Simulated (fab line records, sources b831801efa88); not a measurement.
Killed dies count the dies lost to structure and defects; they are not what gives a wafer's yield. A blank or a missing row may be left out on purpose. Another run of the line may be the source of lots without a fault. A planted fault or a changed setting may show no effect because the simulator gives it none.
Struck lot and sound lot, side by side    flow gf180mcu    17 steps out of a route of 602
Sound: the wafers L839.1, L839.4, L839.6. Struck: wafers L836.1, L836.3, L836.5. The cause is given at the end.
For every step that has rows: the tool of each side, followed by ch and its chambers, followed by its first start. Under that, the readings that differ: sound wafers    struck wafers    difference of the means    sigmas: that difference in standard deviations of wafers without a fault.
alike: words and numbers the same on both sides, and readings whose means are apart by under 2 such deviations; not compared: readings that were withheld, readings missing a value for some wafer, numbers with overlapping values and no deviation given by the record, and bounds like >300 which may hide the same value.
A row with sigmas, a row that says differs or no value, or rows on one side alone: a step with any of these is where the two part. Non-overlapping numbers with no deviation appear without sigmas and do not part them. A reading missing from all wafers of one side parts the sides only when that side holds two or more wafers.

first, 3 steps without rows for these wafers: GF_DUAL_GATE_CLEAN_00 (cleans in SC1/SC2, time 150 s); GF_DUAL_GATE_CLEAN_01 (cleans in dHF, time 20 s); GF_DUAL_GATE_OXIDATION_02 (stabilise 600 s, purge 300 s, target thk 10.887 nm).
GF_DUAL_GATE_THK_MEAS_03:
  struck on film-metro-03, day 11 11:41; sound on film-metro-01, day 12 01:51
  alike: DUAL_GATE_OXIDATION_00_THK
then, 7 steps without rows for these wafers: GF_DUAL_GATE_DEHYDRATE_04 (time 60 s); GF_DUAL_GATE_HMDS_05 (prime time 60 s); GF_DUAL_GATE_COAT_06 (resist thk 1000 nm); GF_DUAL_GATE_SOFTBAKE_07 (time 60 s); GF_DUAL_GATE_EXPOSE_08 (exposes mask Dualgate, target cd 700 nm); GF_DUAL_GATE_PEB_09; GF_DUAL_GATE_DEVELOP_10 (develop time 60 s).
GF_DUAL_GATE_OVL_MEAS_11:
  struck on overlay-01, day 12 06:18; sound on overlay-01, day 12 21:00
  alike: DUAL_GATE_OVL
GF_DUAL_GATE_WET_ETCH_12: etches SiO2 in dHF, target depth 13 nm, time 260 s.
  sound on wet-bench-03 ch 2, day 12 21:02; struck on wet-bench-03 ch 2, day 12 06:20
  no value came back on the struck wafers for bath-heat-duty-pct (%), run-length-s (s); on the sound wafers bath-heat-duty-pct (%) reads 4.6 5.1 4.8
reading                               sound              struck           difference  sigmas
model.SiO2_of_STI_CVD_23.thk-nm (nm)  367.1 364.4 366.9  378 377.2 376.3  +11         
GF_DUAL_GATE_STRIP_13: strips in O2/N2.
  sound on plasma-asher-03 ch 1, day 12 21:08; struck on plasma-asher-03 ch 0,1, day 12 06:26
  alike: drypump-motor-current-A, heater-power-w, oes-product-au, strip-time-to-endpoint-s
  not compared: rf-hours-counter-h
GF_DUAL_GATE_CLEAN_14: cleans in SC1/SC2, time 150 s.
  sound on wet-bench-01 ch 2, day 12 21:14; struck on wet-bench-03 ch 3, day 12 06:32
reading                               sound              struck             difference  sigmas
model.SiO2_of_STI_CVD_23.thk-nm (nm)  366.4 363.7 366.2  377.3 376.5 375.6  +11.0       
then, 1 step without rows for these wafers: GF_DUAL_GATE_OXIDATION_15 (stabilise 600 s, purge 300 s, target thk 7.098 nm).
-- the record jumps here: 20 days lie between the struck wafers' starts before and after (it left off in module DUAL_GATE and takes up again in module PASSIVATION, whose first step shown is number 602 of the route) --
GF_PASSIVATION_PROBE_99:
  record: rows for the struck wafers here (prober-01, day 32 18:08), none for the sound ones

## WHERE THEY PART
Earliest at GF_DUAL_GATE_WET_ETCH_12; latest, in this record, at GF_PASSIVATION_PROBE_99.

WHY: the cause the simulator had injected
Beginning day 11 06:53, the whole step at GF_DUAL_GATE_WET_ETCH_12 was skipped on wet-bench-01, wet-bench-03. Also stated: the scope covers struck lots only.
